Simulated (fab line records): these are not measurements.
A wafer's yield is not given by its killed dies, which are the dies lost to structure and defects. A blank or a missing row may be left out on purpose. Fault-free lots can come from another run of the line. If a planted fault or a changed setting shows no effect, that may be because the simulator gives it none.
The tool behind it: which one? || flow gf180mcu || 18 wafers from 6 lots sampled at 2 of the route's 602 steps

WHAT EACH GAUGE READ, for each wafer
GF_HV_LDD_CD_MEAS_31: the cd target is 400 nm.
{"lot": "L268", "measured": "day 11 22:42", "on": "cdSem-01", "cdNm (nm)": "403.3 403.2 403.8"}
{"lot": "L270", "measured": "day 12 17:02", "on": "cdSem-02", "cdNm (nm)": "406.2 403.5 404.0"}
{"lot": "L272", "measured": "day 13 05:55", "on": "cdSem-01", "cdNm (nm)": "400.0 399.4 401.9"}
{"lot": "L277", "measured": "day 14 20:16", "on": "cdSem-01", "cdNm (nm)": "396.8 396.8 399.1"}
{"lot": "L284", "measured": "day 17 01:18", "on": "cdSem-02", "cdNm (nm)": "402.7 403.2 403.8"}
{"lot": "L286", "measured": "day 17 17:41", "on": "cdSem-02", "cdNm (nm)": "402.5 403.0 401.8"}

WHAT TOOL EACH LOT RAN ON (gives the tool, then ch and the chambers of the sampled wafers, and finally the start)
{"lot": "L268", "GF_HV_LDD_EXPOSE_28": "ilineStepper-02 ch 0, day 11 13:31"}
{"lot": "L270", "GF_HV_LDD_EXPOSE_28": "ilineStepper-01 ch 0, day 12 07:43"}
{"lot": "L272", "GF_HV_LDD_EXPOSE_28": "ilineStepper-01 ch 0, day 12 20:04"}
{"lot": "L277", "GF_HV_LDD_EXPOSE_28": "ilineStepper-01 ch 0, day 14 09:44"}
{"lot": "L284", "GF_HV_LDD_EXPOSE_28": "ilineStepper-01 ch 0, day 16 14:37"}
{"lot": "L286", "GF_HV_LDD_EXPOSE_28": "ilineStepper-01 ch 0, day 17 05:34"}
- GF_HV_LDD_EXPOSE_28: exposes mask Nplus HV AREA, target cd 400 nm.

THE ANSWER, worked out from the rows above alone
Rule: usual is defined by the lots themselves. The widest of any qualifying gaps counts: lots, ordered by their means at a reading, are off when they make up no more than a third of the lots, leave a main group of 4 or more, and stand apart from it by 3 or more times the standard deviation of that group's means. The tables above print the reading to a certain number of digits; a main group whose means all agree to those digits is not used. A lot without any number at a reading at which 4 lots or more have one is off too. Where the step has rows for the other lots, those lots are counted as sound.
No lot is off on any of the readings shown, so nothing can be concluded from this.

WHAT THE SIMULATOR HAD PUT IN
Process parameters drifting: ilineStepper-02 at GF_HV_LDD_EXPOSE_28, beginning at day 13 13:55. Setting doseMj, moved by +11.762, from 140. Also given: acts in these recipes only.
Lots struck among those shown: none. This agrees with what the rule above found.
